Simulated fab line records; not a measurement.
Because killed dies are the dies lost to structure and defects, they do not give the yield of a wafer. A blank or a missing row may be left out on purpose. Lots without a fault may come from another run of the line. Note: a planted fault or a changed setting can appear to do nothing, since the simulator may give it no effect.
A lot that was struck, set against a sound lot | flow gf180mcu | 28 out of 602 route steps
Sound: the wafers L660.2, L660.3, L660.4. Struck: wafer L671.5 (left out: L671.2, a lot-mate that was not struck); the cause follows at the end.
At each step with rows: each side's tool, then ch and its chambers, then its first start. Under that, the readings that differ: sound wafers | struck wafers | difference of the means | sigmas: that difference in standard deviations of wafers without a fault.
alike: readings with means less than 2 such deviations apart, plus words and numbers identical on both sides. not compared: withheld readings, readings lacking a value on some wafer, bounds such as >300 that could conceal the same value, and numbers that have no deviation in the record and whose values overlap.
A row with sigmas, a row that says differs or no value, or rows on one side alone: a step with any of these is where the two part. When numbers do not overlap yet have no deviation, they are printed without sigmas and do not part them. Lack of a reading on every wafer of one side parts them only where that side has two or more wafers.

first, 8 steps without rows for these wafers: GF_M3_PEB_12 (peb time 90 s); GF_M3_DEVELOP_13 (develop time 60 s); GF_M3_METAL_ETCH_16 (etches the open film in Cl2/BCl3, stops on SiO2, target depth 750.8 nm, time 125.1 s); GF_M3_STRIP_17 (strips in O2/N2); GF_M3_STRIP_18 (strips in post etch residue remover, time 1200 s); GF_M3_CLEAN_19 (cleans in DIW); GF_V3_CVD_00 (deposits SiO2, target thk 600 nm, time 100 s); GF_V3_CVD_02 (deposits SiO2 from TEOS, target thk 850 nm, time 94.851 s).
GF_V3_CMP_04: polishes SiO2.
  sound on cmp-02 ch 1,2,3, day 21 18:24; struck on cmp-02 ch 2, day 25 09:13
reading                            | sound             | struck | difference | sigmas
timeToEndpointS (s)                | 76 84 81          | 108    | +28        | +4
model.SiO2_of_V3_CVD_02.thkNm (nm) | 632.2 631.7 632.6 | 570.1  | -62.1      | 
  alike: motorCurrentA
GF_V3_BOW_MEAS_05:
  sound: filmMetro-03 at day 21 18:43; struck: filmMetro-04 at day 25 09:43
  not compared: hold, V3_BOW
then, 8 steps without rows for these wafers: GF_V3_HMDS_07 (prime time 60 s); GF_V3_COAT_08; GF_V3_COAT_09 (resist thk 1000 nm); GF_V3_SOFTBAKE_10 (time 60 s); GF_V3_EXPOSE_11 (exposes mask Via3, target cd 260 nm); GF_V3_PEB_12 (peb time 90 s); GF_V3_DEVELOP_13 (develop time 60 s); GF_V3_ETCH_16 (etches BARC in N2/H2).
GF_V3_ETCH_17: etches SiO2 in C4F8/O2/Ar, stops on TiN, target depth 635 nm.
  sound on rieDiel-04 ch 0,2,3; struck on rieDiel-02 ch 1
reading                      | sound             | struck | difference | sigmas
oesProductAu (a.u.)          | 0.857 0.856 0.856 | 0.812  | -0.044     | -8
model.etch.depthNm (nm)      | 632.2 631.7 632.6 | 570.1  | -62.1      | 
model.V3.featureDepthNm (nm) | 632.2 631.7 632.6 | 570.1  | -62.1      | 
then, 6 steps without rows for these wafers: GF_V3_STRIP_18 (strips in O2/N2); GF_V3_STRIP_19 (strips in post etch residue remover, time 1200 s); GF_V3_CLEAN_20 (cleans in DIW); GF_V3_SPUTTER_21 (material Ti, target thk 15 nm, time 80.02 s); GF_V3_SPUTTER_22 (material TiN, target thk 10 nm, time 40 s); GF_V3_CVD_23 (deposits W, target thk 350 nm, time 104.9 s).
GF_V3_CMP_26: polishes, stops on SiO2, t overpolish 15 s, target thk 0 nm.
  sound on cmp-01 ch 1,2,3, day 22 19:33; struck on cmp-02 ch 2, day 26 07:53
reading                            | sound             | struck | difference | sigmas
model.SiO2_of_V3_CVD_02.thkNm (nm) | 628.4 627.9 628.8 | 566.3  | -62.1      | 
  alike: motorCurrentA
then, 1 step without rows for these wafers: GF_M4_SPUTTER_00 (material Ti, target thk 37.5 nm, time 150 s).
GF_PASSIVATION_PROBE_99:
  sound wafers here have rows in the record (prober-02, day 29 08:05); struck ones have none

== WHERE THEY PART ==
First at GF_V3_CMP_04; last, within this record, at GF_PASSIVATION_PROBE_99.

WHY: what had been put in by the simulator
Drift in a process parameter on cmp-02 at GF_V3_CMP_04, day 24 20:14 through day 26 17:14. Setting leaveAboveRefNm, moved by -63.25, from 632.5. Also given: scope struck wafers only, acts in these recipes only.
